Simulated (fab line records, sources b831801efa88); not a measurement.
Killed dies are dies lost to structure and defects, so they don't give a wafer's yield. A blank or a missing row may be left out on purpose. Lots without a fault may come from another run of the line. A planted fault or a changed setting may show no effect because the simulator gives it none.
What tool caused it? :: flow sky130 :: Sampling: 6 lots, 18 wafers, 4 of 708 route steps

WHAT THE GAUGES READ, wafer by wafer
SKY_SONOS_ONO_THK_MEAS_03.
lot: L732
measured: day 12 01:11
on: film-metro-02
SONOS_ONO_CVD_02_THK (nm): 10.39 10.36 10.41

lot: L734
measured: day 14 23:55
on: film-metro-02
SONOS_ONO_CVD_02_THK (nm): 10.61 10.65 10.62

lot: L740
measured: day 17 05:32
on: film-metro-01
SONOS_ONO_CVD_02_THK (nm): 10.55 10.43 10.47

lot: L748
measured: day 17 07:26
on: film-metro-04
SONOS_ONO_CVD_02_THK (nm): 10.62 10.58 10.65

lot: L750
measured: day 17 17:35
on: film-metro-01
SONOS_ONO_CVD_02_THK (nm): 10.51 10.44 10.62

lot: L753
measured: day 18 19:34
on: film-metro-04
SONOS_ONO_CVD_02_THK (nm): 10.59 10.68 10.57

EACH LOT AND THE TOOL THAT RAN IT (in order: tool; ch and the chambers of the sampled wafers; start)
lot: L732
SKY_FIELD_ISO_STRIP_16: plasma-asher-04 ch 0,1, day 2 17:05
SKY_VT_ADJUST_LVTN_STRIP_09: plasma-asher-01 ch 0,1, day 7 09:11
SKY_SONOS_ONO_OXIDATION_00: furnace-02 ch 0, day 11 21:46

lot: L734
SKY_FIELD_ISO_STRIP_16: plasma-asher-04 ch 0,1, day 2 21:38
SKY_VT_ADJUST_LVTN_STRIP_09: plasma-asher-02 ch 0,1, day 7 16:34
SKY_SONOS_ONO_OXIDATION_00: furnace-02 ch 0, day 14 21:28

lot: L740
SKY_FIELD_ISO_STRIP_16: plasma-asher-02 ch 0,1, day 4 07:05
SKY_VT_ADJUST_LVTN_STRIP_09: plasma-asher-01 ch 0,1, day 9 14:46
SKY_SONOS_ONO_OXIDATION_00: furnace-01 ch 0, day 17 02:38

lot: L748
SKY_FIELD_ISO_STRIP_16: plasma-asher-03 ch 1, day 5 20:44
SKY_VT_ADJUST_LVTN_STRIP_09: plasma-asher-03 ch 0,1, day 11 09:17
SKY_SONOS_ONO_OXIDATION_00: furnace-02 ch 0, day 16 22:26

lot: L750
SKY_FIELD_ISO_STRIP_16: plasma-asher-04 ch 0,1, day 6 09:05
SKY_VT_ADJUST_LVTN_STRIP_09: plasma-asher-03 ch 0,1, day 11 23:14
SKY_SONOS_ONO_OXIDATION_00: furnace-02 ch 0, day 17 13:48

lot: L753
SKY_FIELD_ISO_STRIP_16: plasma-asher-02 ch 0,1, day 7 02:17
SKY_VT_ADJUST_LVTN_STRIP_09: plasma-asher-03 ch 0,1, day 12 22:26
SKY_SONOS_ONO_OXIDATION_00: furnace-02 ch 0, day 18 15:24
- SKY_FIELD_ISO_STRIP_16: strips in O2/N2.
- SKY_VT_ADJUST_LVTN_STRIP_09: strips in O2/N2.
- SKY_SONOS_ONO_OXIDATION_00: stabilise 600 s, purge 300 s, target thk 2.6 nm.

THE ANSWER, worked out from the rows above alone
Rule: the lots themselves supply what counts as usual. The widest of any qualifying gaps counts: lots, ordered by their means at a reading, are off when they make up no more than a third of the lots, leave a main group of 4 or more, and stand apart from it by 3 or more times the standard deviation of that group's means. The tables above print the reading to a certain number of digits; a main group whose means all agree to those digits is not used. Also off: a lot with no number at a reading for which 4 or more lots have one. All remaining lots with rows at the step are treated as sound.
No lot is off on any of the readings shown, so nothing can be concluded from this.

WHAT THE SIMULATOR PUT IN
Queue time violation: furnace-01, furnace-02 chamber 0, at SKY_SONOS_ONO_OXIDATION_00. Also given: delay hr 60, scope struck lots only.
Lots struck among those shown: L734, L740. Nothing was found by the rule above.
